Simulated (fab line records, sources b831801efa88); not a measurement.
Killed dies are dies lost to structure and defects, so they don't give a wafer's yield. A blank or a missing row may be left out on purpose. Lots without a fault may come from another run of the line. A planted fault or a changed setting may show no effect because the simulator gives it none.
One fault seen from 2 desks | flow sky130 | each desk has only its own numbers; what lay behind them comes last

THE METROLOGY DESK
What the gauges read, lot by lot, whatever tool the lot ran on: means of the sampled wafers that have a number. A lot is out of limits, marked OUT, if its mean lies more than 4 standard deviations from the usual mean; the brackets give that distance.
Columns: A = CONTACT_OVL at SKY_CONTACT_OVL_MEAS_15, usual 0 nm; B = METAL1_ALCU_RS at SKY_METAL1_RS_MEAS_05, usual 0.1272 ohm/sq
lot  | first seen here | A  | B
L216 | day 32 00:02    | 2  | 0.1282
L218 | day 32 05:40    | 5  | 0.1269
L219 | day 32 10:42    | 3  | 0.1275
L224 | day 34 01:39    | -0 | 0.1268
L225 | day 34 14:50    | 1  | 0.1275
L226 | day 35 05:37    | -5 | 0.1270
L232 | day 36 22:34    | 0  | 0.1270
L233 | day 37 02:41    | 0  | 0.1279
L234 | day 37 09:51    | 7  | 0.1286
L236 | day 37 17:29    | -7 | 0.1286
L239 | day 38 17:05    | 4  | 0.1269
This desk's finding: nothing out of limits on any of the 11 lots.

THE TOOL OWNER'S DESK: pvd_sputter-02
The tool's own readings at SKY_METAL1_SPUTTER_01 (material TiN, target thk 20 nm, time 16.7 s): means of the sampled wafers that have a number, for each lot that ran on this tool. A lot is out of limits, marked OUT, if its mean lies more than 4 standard deviations from the usual mean; the brackets give that distance.
Columns: A = throttle_valve_pct at SKY_METAL1_SPUTTER_01, usual 29.4 %
lot  | first seen here | A
L216 | day 32 01:28    | 28.7
L224 | day 34 03:05    | 28.9
L225 | day 34 16:16    | 28.6
L236 | day 37 18:57    | 28.5
This desk's finding: nothing out of limits on any of the 4 lots.

PUT TOGETHER
The metrology desk saw nothing out of limits.
The tool owner's desk saw nothing out of limits.

WHAT THE SIMULATOR HAD PUT IN
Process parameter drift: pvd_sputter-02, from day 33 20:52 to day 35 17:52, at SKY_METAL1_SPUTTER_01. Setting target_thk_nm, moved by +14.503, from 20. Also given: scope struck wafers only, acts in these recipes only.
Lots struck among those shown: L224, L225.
